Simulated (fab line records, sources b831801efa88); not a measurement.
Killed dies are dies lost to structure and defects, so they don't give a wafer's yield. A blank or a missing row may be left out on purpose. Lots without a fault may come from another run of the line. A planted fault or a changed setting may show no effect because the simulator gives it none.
A struck lot beside a sound one | flow sky130 | 17 steps out of a route of 708
Sound: wafers L236.1, L236.2, L236.3. Struck: wafers L243.4, L243.5, L243.6. The cause comes at the end.
At each step with rows: each side's tool, then ch and its chambers, then its first start. Under that, the readings that differ: sound wafers | struck wafers | difference of the means | sigmas: that difference in standard deviations of wafers without a fault.
alike: readings whose means differ by less than 2 such deviations, and words and numbers that are the same on both sides. not compared: withheld readings, readings that some wafer has no value for, bounds like >300 that may hide the same value, and numbers for which the record gives no deviation and whose values overlap.
The two part at a step that has a row with sigmas, a row that says differs or no value, or rows on one side only. Numbers that don't overlap but have no deviation are shown without sigmas and don't part them. A reading that every wafer of one side lacks parts them only if that side has two wafers or more.

first, 4 steps without rows for these wafers: SKY_LDD_LDN_SOFTBAKE_03 (time 60 s); SKY_LDD_LDN_EXPOSE_04 (exposes mask LDNTM, target cd 700 nm); SKY_LDD_LDN_PEB_05; SKY_LDD_LDN_DEVELOP_06 (develop time 60 s).
SKY_LDD_LDN_OVL_MEAS_07:
  sound on overlay-01, day 24 06:26; struck on overlay-01, day 27 03:11
  alike: LDD_LDN_OVL
then, 4 steps without rows for these wafers: SKY_LDD_LDN_IMPLANT_08; SKY_LDD_LDN_IMPLANT_09; SKY_LDD_LDN_IMPLANT_10; SKY_LDD_LDN_IMPLANT_11.
SKY_LDD_LDN_STRIP_12: strips in O2/N2.
  sound on plasma_asher-02 ch 0,1, day 24 07:04; struck on plasma_asher-01 ch 0,1, day 27 03:50
  alike: drypump_motor_current_A, oes_product_au, strip_time_to_endpoint_s
  not compared: rf_hours_counter_h
SKY_LDD_LDN_TW_MEAS_13:
  sound on film_metro-02, day 24 07:10; struck on film_metro-03, day 27 03:56
  alike: LDD_LDN_TW
then, 1 step without rows for these wafers: SKY_LDD_LDN_CLEAN_14 (cleans in SC1/SC2, time 150 s).
SKY_SPACER_CVD_00: deposits Si3N4 from DCS/NH3, target thk 43.1 nm, time 740 s.
  sound on lpcvd-02 ch 0, day 24 07:17; struck on lpcvd-02 ch 0, day 27 04:39
  alike: pressure_mtorr
SKY_SPACER_THK_MEAS_01:
  sound on film_metro-04, day 24 08:29; struck on film_metro-04, day 27 05:53
  reading                | sound          | struck         | difference | sigmas
  SPACER_CVD_00_THK (nm) | 43.0 42.9 43.0 | 41.3 41.5 41.4 | -1.6       | -4
SKY_SPACER_ETCHBACK_02: etches Si3N4 in CH3F/O2, stops on SiO2, time 46.7 s, target depth 45 nm.
  sound on rie_diel-02 ch 0,1,3, day 24 08:32; struck on rie_diel-01 ch 0,3, day 27 05:55
  reading               | sound             | struck            | difference | sigmas
  oes_product_au (a.u.) | 0.859 0.856 0.860 | 0.835 0.831 0.833 | -0.025     | -4
  alike: drypump_motor_current_A, rf_fwd_power_W, throttle_valve_pct
  not compared: rf_hours_counter_h
then, 1 step without rows for these wafers: SKY_POLY_CUT_DEHYDRATE_00 (time 60 s).
-- the record jumps here: 22 days lie between the struck wafers' starts before and after (it left off in module POLY_CUT and takes up again in module PAD_OPEN, whose first step shown is number 708 of the route) --
SKY_PAD_OPEN_PROBE_99:
  sound on prober-01, day 46 15:53; struck on prober-02, day 48 20:24
  reading                                           | sound                         | struck                  | difference | sigmas
  model.etest.pfet_01v8.drive_ua_um_rim_less_centre | -2.569 2.284 -0.3121          | 13.41 13.64 15.9        | +14.52     |
  model.etest.pfet_01v8.drive_ua_um_range           | 6.949 7.552 5.201             | 18.34 14.42 17.83       | +10.30     |
  model.etest.nfet_01v8.drive_ua_um_rim_less_centre | -4.204 -2.914 -3.069          | 2.609 6.964 6.701       | +8.820     |
  model.etest.pfet_01v8.vt_v_rim_less_centre        | -0.002969 -0.0005351 -0.00463 | 0.02192 0.02034 0.01334 | +0.02124   |
  model.etest.pfet_01v8.vt_v_range                  | 0.0135 0.009923 0.01373       | 0.02515 0.02398 0.02692 | +0.01297   |
  alike: killed_at_M0_to_M3, killed_at_M4_up, killed_at_contacts, killed_at_front_end, killed_at_other, killed_dies, killed_on_rim, killed_open, killed_short
  not compared: model.etest.nfet_01v8.drive_ua_um_range

WHERE THEY PART
First at SKY_SPACER_THK_MEAS_01; last, within this record, at SKY_SPACER_ETCHBACK_02. Later steps at which nothing parts them and some readings are alike: SKY_PAD_OPEN_PROBE_99.

WHY: what the simulator had put in
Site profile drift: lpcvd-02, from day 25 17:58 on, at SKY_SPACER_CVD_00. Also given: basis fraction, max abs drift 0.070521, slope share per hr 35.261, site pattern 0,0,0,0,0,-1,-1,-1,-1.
